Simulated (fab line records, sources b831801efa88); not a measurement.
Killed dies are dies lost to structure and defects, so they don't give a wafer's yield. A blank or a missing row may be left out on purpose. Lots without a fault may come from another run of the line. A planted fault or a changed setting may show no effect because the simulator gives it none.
Which tool did it? | flow gf180mcu | 13 lots, 36 wafers sampled, at 5 steps of a route of 602

WHAT THE GAUGES READ, wafer by wafer
GF_POLY_GATE_CD_MEAS_10: target cd 280 nm. Usual: cd_nm 280.0 nm, standard deviation 0.97.
lot  | measured     | on        | cd_nm (nm)              | flag
L534 | day 9 04:58  | cd_sem-01 | 278.0 278.0 278.2       |
L536 | day 9 20:47  | cd_sem-02 | 280.0 280.9 280.5       |
L538 | day 10 09:50 | cd_sem-02 | 280.0 281.3 279.3       |
L539 | day 10 16:47 | cd_sem-01 | 281.1 280.1 279.5       |
L540 | day 10 23:14 | cd_sem-02 | 281.8 281.4 280.7       |
L541 | day 11 07:56 | cd_sem-01 | 279.8 279.5 281.5       |
L542 | day 11 15:59 | cd_sem-02 | 279.9 280.0 281.1       |
L546 | day 12 21:20 | cd_sem-02 | 279.5 239.4 279.5 239.1 | OFF
L547 | day 13 00:59 | cd_sem-02 | 240.1 241.5 239.9 241.4 | OFF
L548 | day 13 08:31 | cd_sem-01 | 278.7 237.9 278.8 237.8 | OFF
L555 | day 15 16:45 | cd_sem-02 | 279.5 279.2 280.5       |
L556 | day 15 22:23 | cd_sem-02 | 278.7 278.1 278.2       |
L557 | day 16 10:13 | cd_sem-01 | 279.8 280.0 280.1       |

GF_HV_LDD_OVL_MEAS_32. Usual: HV_LDD_02_OVL 0.1 nm, standard deviation 1.3.
lot  | measured     | on         | HV_LDD_02_OVL (nm) | flag
L534 | day 11 12:51 | overlay-01 | 0.9 0.4 0.2        |
L536 | day 12 07:06 | overlay-02 | -0.7 -2.7 -2.2     |
L538 | day 13 01:26 | overlay-01 | -0.9 -1.2 1.9      |
L539 | day 13 06:10 | overlay-01 | -1.2 -0.9 0.5      |
L540 | day 13 12:10 | overlay-02 | 1.4 -0.1 0.5       |
L541 | day 13 21:59 | overlay-02 | 1.8 -0.5 0.1       |
L542 | day 14 06:35 | overlay-02 | -0.2 -2.0 -1.6     |
L546 | day 15 14:39 | overlay-01 | 2.4 3.2            |
L547 | day 15 19:08 | overlay-01 | 0.9 0.1            |
L548 | day 16 03:03 | overlay-02 | -0.2 -1.5          |
L555 | day 18 16:50 | overlay-01 | 0.2 1.7 0.0        |
L556 | day 18 22:59 | overlay-01 | -1.8 -0.8 0.2      |
L557 | day 19 11:56 | overlay-01 | 0.5 0.8 2.6        |

WHICH TOOL RAN EACH LOT (tool, then ch and the chambers of the sampled wafers, then the start)
lot  | GF_POLY_GATE_EXPOSE_07            | GF_POLY_GATE_ETCH_13             | GF_POLY_GATE_STRIP_14
L534 | krf_scanner-02 ch 0, day 8 20:10  | rie_si-02 ch 0,1,2, day 9 05:09  | plasma_asher-03 ch 0,1, day 9 05:12
L536 | krf_scanner-02 ch 0, day 9 12:31  | rie_si-02 ch 0,2,3, day 9 20:59  | plasma_asher-02 ch 1, day 9 21:02
L538 | krf_scanner-02 ch 0, day 10 01:05 | rie_si-01 ch 2,3, day 10 10:02   | plasma_asher-02 ch 0,1, day 10 10:05
L539 | krf_scanner-01 ch 0, day 10 08:02 | rie_si-01 ch 1,2, day 10 16:59   | plasma_asher-01 ch 0,1, day 10 17:02
L540 | krf_scanner-02 ch 0, day 10 13:55 | rie_si-01 ch 0,2, day 10 23:25   | plasma_asher-01 ch 0,1, day 10 23:29
L541 | krf_scanner-02 ch 0, day 10 23:02 | rie_si-02 ch 0,1, day 11 08:08   | plasma_asher-02 ch 0,1, day 11 08:11
L542 | krf_scanner-01 ch 0, day 11 07:07 | rie_si-02 ch 1,2,3, day 11 16:11 | plasma_asher-02 ch 0,1, day 11 16:14
L546 | krf_scanner-02 ch 0, day 12 11:45 | rie_si-02 ch 3, day 13 00:16     | plasma_asher-01 ch 0, day 13 00:20
L547 | krf_scanner-02 ch 0, day 12 14:44 | rie_si-01 ch 1, day 13 04:06     | plasma_asher-02 ch 0,1, day 13 04:09
L548 | krf_scanner-02 ch 0, day 12 23:10 | rie_si-02 ch 0,1, day 13 10:41   | plasma_asher-03 ch 0,1, day 13 10:44
L555 | krf_scanner-02 ch 0, day 15 05:32 | rie_si-02 ch 1,2, day 15 16:55   | plasma_asher-02 ch 0,1, day 15 17:01
L556 | krf_scanner-01 ch 0, day 15 13:31 | rie_si-02 ch 0,2, day 15 22:35   | plasma_asher-02 ch 0,1, day 15 22:39
L557 | krf_scanner-01 ch 0, day 15 22:41 | rie_si-02 ch 0,1,3, day 16 10:25 | plasma_asher-02 ch 0,1, day 16 10:29
- GF_POLY_GATE_EXPOSE_07: exposes mask Poly2, target cd 280 nm.
- GF_POLY_GATE_ETCH_13: etches poly-Si in HBr/Cl2, stops on SiO2, target depth 198.5 nm, time 69.6 s.
- GF_POLY_GATE_STRIP_14: strips in O2/N2.

WHAT THE TOOLS THEMSELVES READ (means of the sampled wafers that have a number; where no wafer has one, the mark that the record gives instead)
GF_POLY_GATE_EXPOSE_07. Usual: exposure_dose_mJ_cm2 27.98, standard deviation 0.031.
lot  | tool           | exposure_dose_mJ_cm2 | flag
L534 | krf_scanner-02 | 27.99                |
L536 | krf_scanner-02 | 28.00                |
L538 | krf_scanner-02 | 27.99                |
L539 | krf_scanner-01 | 27.97                |
L540 | krf_scanner-02 | 27.94                |
L541 | krf_scanner-02 | 27.97                |
L542 | krf_scanner-01 | 28.03                |
L546 | krf_scanner-02 | 27.96                |
L547 | krf_scanner-02 | 27.99                |
L548 | krf_scanner-02 | 27.95                |
L555 | krf_scanner-02 | 28.03                |
L556 | krf_scanner-01 | 27.92                |
L557 | krf_scanner-01 | 27.97                |

GF_POLY_GATE_ETCH_13. Usual: drypump_motor_current_A 5.5 A, standard deviation 0.43; oes_product_au 0.985 a.u., standard deviation 0.0097; throttle_valve_pct 33.685 %, standard deviation 0.0095.
lot  | tool      | drypump_motor_current_A (A) | oes_product_au (a.u.) | throttle_valve_pct (%) | flag
L534 | rie_si-02 | 5.6                         | 0.988                 | 33.687                 |
L536 | rie_si-02 | 5.8                         | 0.980                 | 33.694                 |
L538 | rie_si-01 | 5.4                         | 0.983                 | 33.684                 |
L539 | rie_si-01 | 4.9                         | 0.992                 | 33.689                 |
L540 | rie_si-01 | 5.1                         | 0.979                 | 33.691                 |
L541 | rie_si-02 | 5.4                         | 0.986                 | 33.691                 |
L542 | rie_si-02 | 5.9                         | 0.983                 | 33.674                 |
L546 | rie_si-02 | 6.1                         | 0.983                 | 33.672                 |
L547 | rie_si-01 | 4.9                         | 0.985                 | 33.688                 |
L548 | rie_si-02 | 5.4                         | 0.987                 | 33.687                 |
L555 | rie_si-02 | 5.7                         | 0.993                 | 33.675                 |
L556 | rie_si-02 | 5.5                         | 0.982                 | 33.682                 |
L557 | rie_si-02 | 5.6                         | 0.991                 | 33.681                 |

GF_POLY_GATE_STRIP_14. Usual: drypump_motor_current_A 5.8 A, standard deviation 0.42; heater_power_w 326 W, standard deviation 23; oes_product_au 0.505 a.u., standard deviation 0.0049.
lot  | tool            | drypump_motor_current_A (A) | heater_power_w (W) | oes_product_au (a.u.) | flag
L534 | plasma_asher-03 | 5.3                         | 328                | 0.509                 |
L536 | plasma_asher-02 | 5.7                         | 295                | 0.503                 |
L538 | plasma_asher-02 | 6.1                         | 312                | 0.505                 |
L539 | plasma_asher-01 | 5.6                         | 346                | 0.506                 |
L540 | plasma_asher-01 | 6.0                         | 345                | 0.506                 |
L541 | plasma_asher-02 | 6.1                         | 310                | 0.504                 |
L542 | plasma_asher-02 | 5.9                         | 303                | 0.507                 |
L546 | plasma_asher-01 | 5.3                         | 344                | 0.512                 |
L547 | plasma_asher-02 | 6.0                         | 307                | 0.508                 |
L548 | plasma_asher-03 | 5.3                         | 330                | 0.506                 |
L555 | plasma_asher-02 | 6.1                         | 307                | 0.504                 |
L556 | plasma_asher-02 | 6.1                         | 312                | 0.504                 |
L557 | plasma_asher-02 | 5.9                         | 306                | 0.503                 |

THE ANSWER, worked out from the rows above alone
Rule: a lot is off if the mean of its wafers that have a number lies more than 3 standard deviations from the usual mean. A lot without any number at a reading at which 4 lots or more have one is off too. The other lots that the step has rows for count as sound. The gauges are gone through in route order, then the tools' own readings, and for those a lot's mean is taken as printed above. The first step at which some lot is off is used, and at that step the reading that is off furthest; a lot without a number counts as furthest.
Off: L546, L547, L548, at GF_POLY_GATE_CD_MEAS_10 (cd_nm).
A tool fits if, at a process step before that reading, it ran every lot that is off, and no sound lot after the first of them. The gauges at GF_POLY_GATE_CD_MEAS_10 are tried like those tools. None of those tried fits.

WHAT THE SIMULATOR HAD PUT IN
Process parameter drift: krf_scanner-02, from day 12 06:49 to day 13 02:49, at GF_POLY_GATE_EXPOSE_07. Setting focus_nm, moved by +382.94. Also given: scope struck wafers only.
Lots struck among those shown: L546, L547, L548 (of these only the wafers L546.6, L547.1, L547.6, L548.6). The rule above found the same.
